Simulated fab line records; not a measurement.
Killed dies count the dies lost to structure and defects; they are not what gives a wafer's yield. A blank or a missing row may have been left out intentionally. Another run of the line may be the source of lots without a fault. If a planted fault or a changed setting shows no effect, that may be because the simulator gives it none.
Split-lot experiment | flow sfq-line | on a route of 325 steps: 5 lots, 23 wafers read

## ON THE SPLIT
At SFQ_TRILAYER_I1_CMP_CMP_046 (polishes SiO2), the setting leave-above-ref-nm was moved away from the recipe's 200 nm on 6 of the 23 wafers read, by -2.3% to +3.9%. The other wafers ran this setting at the recipe's value.

No step appears in the file between the split and the reading.

## THE READING
thk-nm, in nm, at SFQ_TRILAYER_I1_METRO_MEASURE_047. A value of 199.7 nm with a standard deviation of 0.93 nm is what fault-free wafers of this fab line usually give.

wafer  | tool, chamber at the split | leave-above-ref-nm as run, nm | against the recipe | thk-nm, nm | against lot-mates on the recipe
L075.2 | cmp-02, 1                  | 195.3                         | -2.3%              | 194.4      | -5.7
L075.3 | cmp-02, 3                  | 200                           | recipe             | 199.8      | -
L075.4 | cmp-02, 0                  | 195.3                         | -2.3%              | 194.3      | -5.8
L075.5 | cmp-02, 3                  | 200                           | recipe             | 199.7      | -
L075.6 | cmp-02, 2                  | 200                           | recipe             | 200.8      | -
L077.1 | cmp-02, 3                  | 200                           | recipe             | 200.2      | -
L077.2 | cmp-02, 0                  | 200                           | recipe             | 200.9      | -
L077.4 | cmp-02, 2                  | 207.8                         | +3.9%              | 209.4      | +8.8
L077.5 | cmp-02, 0                  | 200                           | recipe             | 200.7      | -
L077.6 | cmp-02, 3                  | 207.8                         | +3.9%              | 207.9      | +7.3
L079.1 | cmp-01, 0                  | 200                           | recipe             | 199.3      | -
L079.4 | cmp-01, 3                  | 200                           | recipe             | 200.0      | -
L079.6 | cmp-01, 2                  | 200                           | recipe             | 200.0      | -
L080.1 | cmp-01, 2                  | 200                           | recipe             | 198.7      | -
L080.2 | cmp-01, 1                  | 200                           | recipe             | 199.3      | -
L080.3 | cmp-01, 0                  | 200                           | recipe             | 199.4      | -
L080.5 | cmp-01, 2                  | 200                           | recipe             | 198.4      | -
L080.6 | cmp-01, 1                  | 200                           | recipe             | 199.3      | -
L084.1 | cmp-01, 1                  | 205.1                         | +2.6%              | 204.9      | +3.9
L084.2 | cmp-01, 0                  | 200                           | recipe             | 201.5      | -
L084.3 | cmp-01, 3                  | 200                           | recipe             | 199.9      | -
L084.5 | cmp-01, 2                  | 205.1                         | +2.6%              | 204.9      | +3.9
L084.6 | cmp-01, 3                  | 200                           | recipe             | 201.5      | -

FIT RESULTS
A straight line over all 23 wafers: thk-nm changes by +2.2 nm for each +1% of leave-above-ref-nm; r = +0.97; the points scatter about the line by 0.84 nm.
The same after taking each lot's own level away (the mean of its wafers on the recipe; 23 wafers): +2.05 nm for each +1%; r = +0.98; scatter 0.66 nm.
That fit puts the effect of the largest move of leave-above-ref-nm on the reading at 8 nm.
Measured against the standard deviation above, the lots' own levels, which go from 199.02 to 200.97 nm, span 2.1 times it.
The two slopes agree, so the slope changes little with the lot-to-lot level.
Check: +7.38 nm against its lot-mates is what the line predicts for one of the wafers moved furthest among these (+3.9%) when that wafer is left out of the fit. Against them it came out at +8.8 nm.

## OTHER SPLITS APPLIED TO THESE WAFERS
These wafers also went through other splits before the reading. Each is held against what the fit with the lots' levels taken away leaves over:
other split on the same wafers               | wafers away from the commonest value | r with thk-nm (lot level and that fit taken away)
SFQ_TRILAYER_L0_LITHO_COAT_005 spin-rpm      | 8                                    | -0.19
SFQ_TRILAYER_L0_LITHO_PEB_008 peb-time-s     | 11                                   | +0.00
SFQ_TRILAYER_L0_CAP_PECVD_011 time-s         | 5                                    | -0.16
SFQ_TRILAYER_L0_VIA_LITHO_PEB_016 peb-temp-c | 8                                    | -0.28
SFQ_TRILAYER_M0_LITHO_PEB_024 peb-temp-c     | 10                                   | -0.24
SFQ_TRILAYER_M1_DEP_SPUTTER_037 time-s       | 11                                   | -0.08
SFQ_TRILAYER_M1_LITHO_COAT_039 resist-thk-nm | 4                                    | +0.01

## THE WHOLE CHAIN: every reading that the file lists as answering this split, in the file's order
step                              | what it does  | reading                                                                                   | change (the file's fit)              | r (the file's)
SFQ_TRILAYER_I1_CMP_CMP_046       | polishes SiO2 | SiO2_of_TRILAYER_I1_DEP_PECVD_045.thk-nm (the simulator's own value, which no gauge read) | +2.02 nm for each +1% of the setting | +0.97
SFQ_TRILAYER_I1_METRO_MEASURE_047 |               | thk-nm                                                                                    | +2.02 nm for each +1% of the setting | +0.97

## FILE'S OWN FIT
thk-nm changes by +2.02 nm for each +1% of leave-above-ref-nm, r = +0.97.
